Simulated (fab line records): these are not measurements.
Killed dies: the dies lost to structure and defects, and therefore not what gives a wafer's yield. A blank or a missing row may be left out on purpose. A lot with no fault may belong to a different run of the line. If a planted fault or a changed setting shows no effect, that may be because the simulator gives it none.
Which of the tools did it? | flow gf180mcu | 14 lots, 42 wafers sampled, at 5 steps of a route of 602

WHAT THE GAUGES SHOWED, per wafer
GF_STI_THK_MEAS_30. Usual: STI_OXIDATION_02_THK typically reads 10.03 nm, with standard deviation 0.18.
lot  | measured    | on            | STI_OXIDATION_02_THK (nm) | flag
L653 | day 2 11:08 | film-metro-02 | 9.88 9.91 9.87            |
L654 | day 2 18:55 | film-metro-02 | 9.85 9.79 9.91            |
L655 | day 2 22:59 | film-metro-02 | 9.70 9.61 9.73            |
L656 | day 3 04:53 | film-metro-04 | 10.14 10.05 9.96          |
L657 | day 3 07:43 | film-metro-03 | 9.87 9.73 9.77            |
L658 | day 3 12:39 | film-metro-03 | 10.11 10.12 10.05         |
L659 | day 3 19:58 | film-metro-02 | 10.63 10.43 10.45         |
L660 | day 4 00:02 | film-metro-03 | 9.86 9.93 10.09           |
L663 | day 4 15:04 | film-metro-04 | 10.15 10.11 10.17         |
L664 | day 4 23:11 | film-metro-02 | 10.00 9.90 10.00          |
L666 | day 5 06:59 | film-metro-03 | 9.79 9.97 9.93            |
L667 | day 5 12:50 | film-metro-02 | 9.95 10.04 9.93           |
L668 | day 5 19:08 | film-metro-02 | 10.08 9.99 9.78           |
L669 | day 5 22:52 | film-metro-02 | 10.00 9.98 10.28          |

GF_DNWELL_TW_MEAS_09. Usual: DNWELL_TW typically reads 1364, with standard deviation 7.8.
lot  | measured    | on            | DNWELL_TW      | flag
L653 | day 2 23:32 | film-metro-01 | 1380 1379 1376 |
L654 | day 3 08:04 | film-metro-01 | 1376 1381 1367 |
L655 | day 3 11:26 | film-metro-03 | 1367 1363 1366 |
L656 | day 3 17:41 | film-metro-01 | 1355 1359 1361 |
L657 | day 3 21:16 | film-metro-01 | 1364 1370 1362 |
L658 | day 4 01:35 | film-metro-01 | 1371 1374 1373 |
L659 | day 4 09:52 | film-metro-03 | 1367 1372 1368 |
L660 | day 4 13:37 | film-metro-03 | 1358 1349 1345 |
L663 | day 5 04:41 | film-metro-03 | 1361 1360 1351 |
L664 | day 5 13:25 | film-metro-01 | 1355 1353 1361 |
L666 | day 5 22:07 | film-metro-01 | 1362 1358 1367 |
L667 | day 6 03:32 | film-metro-01 | 1327 1316 1329 | OFF
L668 | day 6 09:43 | film-metro-03 | 1366 1358 1356 |
L669 | day 6 13:57 | film-metro-01 | 1318 1311 1313 | OFF

GF_POLY_GATE_CD_MEAS_18. Usual: cd-nm 280.3 nm, standard deviation 1.6.
lot  | measured     | on        | cd-nm (nm)        | flag
L653 | day 9 10:14  | cd-sem-01 | 277.9 277.5 278.8 |
L654 | day 9 23:52  | cd-sem-02 | 282.2 281.8 280.7 |
L655 | day 10 06:55 | cd-sem-02 | 282.8 278.8 277.3 |
L656 | day 10 10:53 | cd-sem-01 | 279.7 278.8 281.2 |
L657 | day 10 16:49 | cd-sem-02 | 281.0 280.2 280.9 |
L658 | day 11 00:02 | cd-sem-02 | 282.6 279.8 282.5 |
L659 | day 11 10:05 | cd-sem-02 | 280.3 281.4 282.2 |
L660 | day 11 14:47 | cd-sem-02 | 277.5 279.7 279.9 |
L663 | day 12 17:41 | cd-sem-02 | 279.3 280.6 280.1 |
L664 | day 13 02:04 | cd-sem-02 | 278.1 279.9 281.6 |
L666 | day 13 18:23 | cd-sem-01 | 281.3 280.0 280.6 |
L667 | day 13 23:10 | cd-sem-02 | 278.9 282.5 280.7 |
L668 | day 14 08:44 | cd-sem-01 | 282.4 282.3 281.9 |
L669 | day 14 15:53 | cd-sem-01 | 280.7 280.4 281.5 |

GF_PSD_OVL_MEAS_08. Usual: PSD_OVL typically reads -0.5 nm, with standard deviation 1.4.
lot  | measured     | on         | PSD_OVL (nm)   | flag
L653 | day 14 08:34 | overlay-01 | -1.4 0.1 -1.7  |
L654 | day 15 01:08 | overlay-02 | 2.3 2.2 2.4    |
L655 | day 15 08:08 | overlay-01 | 0.7 -0.2 0.1   |
L656 | day 15 13:14 | overlay-02 | 0.8 1.6 2.5    |
L657 | day 15 21:28 | overlay-01 | -0.9 -0.5 0.4  |
L658 | day 16 04:05 | overlay-01 | -0.7 -2.3 -2.7 |
L659 | day 16 16:41 | overlay-01 | -3.1 -0.9 -2.2 |
L660 | day 16 21:50 | overlay-01 | 1.0 0.6 0.0    |
L663 | day 18 06:13 | overlay-02 | -0.6 -1.5 0.4  |
L664 | day 18 17:55 | overlay-01 | -2.7 -1.4 -2.5 |
L666 | day 19 13:43 | overlay-01 | 0.9 2.1 0.2    |
L667 | day 19 16:38 | overlay-02 | -1.5 -0.9 -0.4 |
L668 | day 20 04:25 | overlay-01 | -1.8 -1.1 0.0  |
L669 | day 20 14:29 | overlay-02 | 0.5 0.9 2.0    |

WHAT TOOL EACH LOT RAN ON (gives the tool, then ch and the chambers of the sampled wafers, and finally the start)
lot  | GF_DNWELL_IMPLANT_07
L653 | implanter-04 ch 0, day 2 23:17
L654 | implanter-04 ch 0, day 3 07:50
L655 | implanter-04 ch 0, day 3 11:12
L656 | implanter-03 ch 0, day 3 17:26
L657 | implanter-03 ch 0, day 3 21:01
L658 | implanter-01 ch 0, day 4 01:20
L659 | implanter-03 ch 0, day 4 09:38
L660 | implanter-04 ch 0, day 4 13:23
L663 | implanter-03 ch 0, day 5 04:26
L664 | implanter-01 ch 0, day 5 13:10
L666 | implanter-01 ch 0, day 5 21:52
L667 | implanter-01 ch 0, day 6 03:20
L668 | implanter-04 ch 0, day 6 09:28
L669 | implanter-01 ch 0, day 6 13:44
- GF_DNWELL_IMPLANT_07

AS READ BY THE TOOLS THEMSELVES (means over the sampled wafers that have a number; for cases with no such wafer, the mark the record gives instead)
GF_DNWELL_IMPLANT_07. Usual: dose-ions-cm2 9.999e+12, standard deviation 1.2e+10; faraday-current-uA 56.6, standard deviation 1.2.
lot  | tool         | dose-ions-cm2 | faraday-current-uA | flag
L653 | implanter-04 | 1.001e+13     | 56.8               |
L654 | implanter-04 | 9.985e+12     | 56.7               |
L655 | implanter-04 | 9.994e+12     | 56.1               |
L656 | implanter-03 | 9.997e+12     | 57.8               |
L657 | implanter-03 | 9.987e+12     | 57.0               |
L658 | implanter-01 | 9.992e+12     | 56.0               |
L659 | implanter-03 | 9.995e+12     | 56.0               |
L660 | implanter-04 | 9.999e+12     | 57.1               |
L663 | implanter-03 | 1.002e+13     | 55.7               |
L664 | implanter-01 | 1.000e+13     | 56.4               |
L666 | implanter-01 | 1.000e+13     | 55.4               |
L667 | implanter-01 | 9.010e+12     | 52.4               | OFF
L668 | implanter-04 | 1.000e+13     | 56.1               |
L669 | implanter-01 | 9.010e+12     | 51.0               | OFF

THE ANSWER, worked out from the rows above alone
Rule: a lot counts as off when the mean over its wafers that have a number is more than 3 standard deviations away from the usual mean. A lot without any number at a reading at which 4 lots or more have one is off too. Where the step has rows for the other lots, those lots are counted as sound. Order of review: gauges by route order, followed by the tools' own readings, for which a lot's mean as printed above is used. The first step at which some lot is off is used, and at that step the reading that is off furthest; a lot without a number counts as furthest.
Off: at GF_DNWELL_TW_MEAS_09 (DNWELL_TW), L667, L669.
A tool fits if, at a process step before that reading, it ran every lot that is off, and no sound lot after the first of them. Not tried: the gauges at GF_DNWELL_TW_MEAS_09; whatever is off there is also off at GF_DNWELL_IMPLANT_07, on other tools, and gauge error can't account for it. One fits: GF_DNWELL_IMPLANT_07 on implanter-01. A fault onset in the window from L666 (day 5 21:52, its last sound lot) to L667 (day 6 03:20, its first lot off) fits.
The tool's own readings at GF_DNWELL_IMPLANT_07 bear it out: on the lots that are off they differ by more than 5 times the standard deviation of the sound lots' means. dose-ions-cm2 reads 9.010e+12 there against 9.998e+12 on the sound lots; faraday-current-uA reads 51.7 there against 56.4 on the sound lots.

WHAT HAD BEEN PUT IN BY THE SIMULATOR
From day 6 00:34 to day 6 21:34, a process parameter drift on implanter-01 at GF_DNWELL_IMPLANT_07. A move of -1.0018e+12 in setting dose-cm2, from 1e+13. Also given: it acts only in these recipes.
Shown lots that were struck: L667, L669. The rule above found the same.
